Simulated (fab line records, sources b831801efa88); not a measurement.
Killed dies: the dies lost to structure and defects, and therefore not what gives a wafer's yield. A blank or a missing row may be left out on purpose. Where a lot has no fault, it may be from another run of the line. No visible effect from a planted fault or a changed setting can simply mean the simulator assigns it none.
A single fault, viewed from 2 desks	flow sky130	each desk has only its own numbers; what lay behind them comes last

FOR THE TOOL OWNER'S DESK: implanter-01
The tool's own readings at SKY_VT_ADJUST_LVTN_IMPLANT_08, given as means over the sampled wafers that have a number, one for each lot that went through this tool. Marked OUT: a lot whose mean sits more than 4 standard deviations from the usual mean, which makes it out of limits; the brackets give that distance.
Columns: A = dose_ions_cm2 at SKY_VT_ADJUST_LVTN_IMPLANT_08, usual 1.5701e+12; B = faraday_current_uA at SKY_VT_ADJUST_LVTN_IMPLANT_08, usual 8.86
lot	first seen here	A	B
L825	day 7 01:56	1.5701e+12	8.87
L831	day 8 19:32	9.9637e+11 (-99 or more) OUT	5.64 (-20) OUT
L834	day 9 12:32	9.9467e+11 (-99 or more) OUT	5.62 (-20) OUT
L845	day 12 15:13	1.5698e+12	8.69
L846	day 12 23:19	1.5689e+12	8.76
L847	day 13 06:02	1.5707e+12	8.88
This desk finds L831, L834 out of limits, L831 being first, at day 8 19:32 (dose_ions_cm2 at SKY_VT_ADJUST_LVTN_IMPLANT_08). L825, L845, L846, L847 stayed within limits.

METROLOGY DESK
Lot by lot, what the gauges showed, no matter which tool ran the lot: averages of those sampled wafers that carry a number. Marked OUT: a lot whose mean sits more than 4 standard deviations from the usual mean, which makes it out of limits; the brackets give that distance.
Columns: A = NWELL_01_OVL at SKY_NWELL_OVL_MEAS_23, usual 0.9 nm; B = VT_ADJUST_HVTP_OVL at SKY_VT_ADJUST_HVTP_OVL_MEAS_08, usual 0.9 nm; C = VT_ADJUST_LVTN_TW at SKY_VT_ADJUST_LVTN_TW_MEAS_10, usual 242.1
lot	first seen here	A	B	C
L824	day 5 08:32	0.9	-0.1	242.2
L825	day 5 13:57	1.6	-0.5	244.4
L827	day 5 22:05	2.1	3.9	239.4
L831	day 7 01:32	-0.5	0.5	211.0 (-16) OUT
L834	day 7 17:43	-0.8	1.6	215.4 (-13) OUT
L838	day 9 08:45	2.5	1.3	241.8
L837	day 9 09:23	1.3	2.3	240.7
L839	day 9 12:47	0.6	-1.0	246.1
L843	day 10 08:08	1.3	3.1	240.7
L844	day 10 09:23	-0.6	1.3	245.0
L845	day 10 14:21	1.8	0.8	242.5
L846	day 10 21:38	0.8	1.8	239.5
L847	day 11 05:29	-1.1	1.4	244.5
Finding of this desk: L831, L834 out of limits, first seen on L831 at day 8 19:46 (VT_ADJUST_LVTN_TW at SKY_VT_ADJUST_LVTN_TW_MEAS_10). L824, L825, L827, L838, L837, L839, L843, L844, L845, L846, L847 stayed within limits.

TAKEN TOGETHER
On L831, L834, at day 8 19:32, an alarm was possible from the tool owner's desk.
L831, L834 would have let the metrology desk raise an alarm at day 8 19:46.
The lots listed all ran SKY_VT_ADJUST_LVTN_IMPLANT_08 on implanter-01.

WHAT WAS PUT IN BY THE SIMULATOR
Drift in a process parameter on implanter-01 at SKY_VT_ADJUST_LVTN_IMPLANT_08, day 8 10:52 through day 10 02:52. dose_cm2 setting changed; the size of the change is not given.
Shown lots that were struck: L831, L834.
Fault start to first reading out of limits, in hours, per desk: tool owner, 9; metrology, 9.
